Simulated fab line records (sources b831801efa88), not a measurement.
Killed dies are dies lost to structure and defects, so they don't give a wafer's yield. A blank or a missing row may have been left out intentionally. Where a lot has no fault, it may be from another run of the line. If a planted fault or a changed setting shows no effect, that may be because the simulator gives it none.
Chamber matching / flow sfq-line / 3 sister chambers for SFQ_TRILAYER_A5B_DEP_PECVD_129 on pecvd-02
The step deposits SiO2 from SiH4/N2O, time 133.33 s, target thk 600 nm. 3 wafers are shown with their chamber, then 8 later ones without.

== EACH WAFER AND ITS CHAMBER ==
wafer=L894.5; chamber=1; heater-power-w (W)=60
wafer=L904.1; chamber=2; heater-power-w (W)=67
wafer=L906.1; chamber=0; heater-power-w (W)=90

== WAFERS WHOSE CHAMBER IS MISSING ==
wafer=L906.2; heater-power-w (W)=63
wafer=L906.5; heater-power-w (W)=50
wafer=L907.3; heater-power-w (W)=60
wafer=L907.5; heater-power-w (W)=69
wafer=L907.6; heater-power-w (W)=62
wafer=L910.2; heater-power-w (W)=66
wafer=L910.4; heater-power-w (W)=63
wafer=L910.5; heater-power-w (W)=86

== CHAMBER TAKEN BY EACH ==
wafer=L906.2; from the rows above=can't be placed: 1 or 2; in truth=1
wafer=L906.5; from the rows above=can't be placed: 1 or 2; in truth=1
wafer=L907.3; from the rows above=can't be placed: 1 or 2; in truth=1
wafer=L907.5; from the rows above=can't be placed: 2 or 1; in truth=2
wafer=L907.6; from the rows above=can't be placed: 1 or 2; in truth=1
wafer=L910.2; from the rows above=can't be placed: 2 or 1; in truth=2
wafer=L910.4; from the rows above=can't be placed: 1 or 2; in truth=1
wafer=L910.5; from the rows above=0; in truth=0
Correctly placed: 1 of 8. Can't be placed from these rows: 7 (the true chamber is among the candidates in 7). Number placed wrongly: 0.
How it was worked out, from the rows above alone: a wafer's distance from a chamber is the root of the sum, over the readings, of the square of ((its reading less the chamber's mean) divided by the reading's scatter). If the next closest chamber is less than 2 further off than the closest, the wafer can't be placed; otherwise it belongs to the closest. A chamber's mean is the mean of its shown wafers. The scatter: with one shown wafer a chamber, the root of the mean of the squares of how far each hidden wafer lies from its nearest shown one.
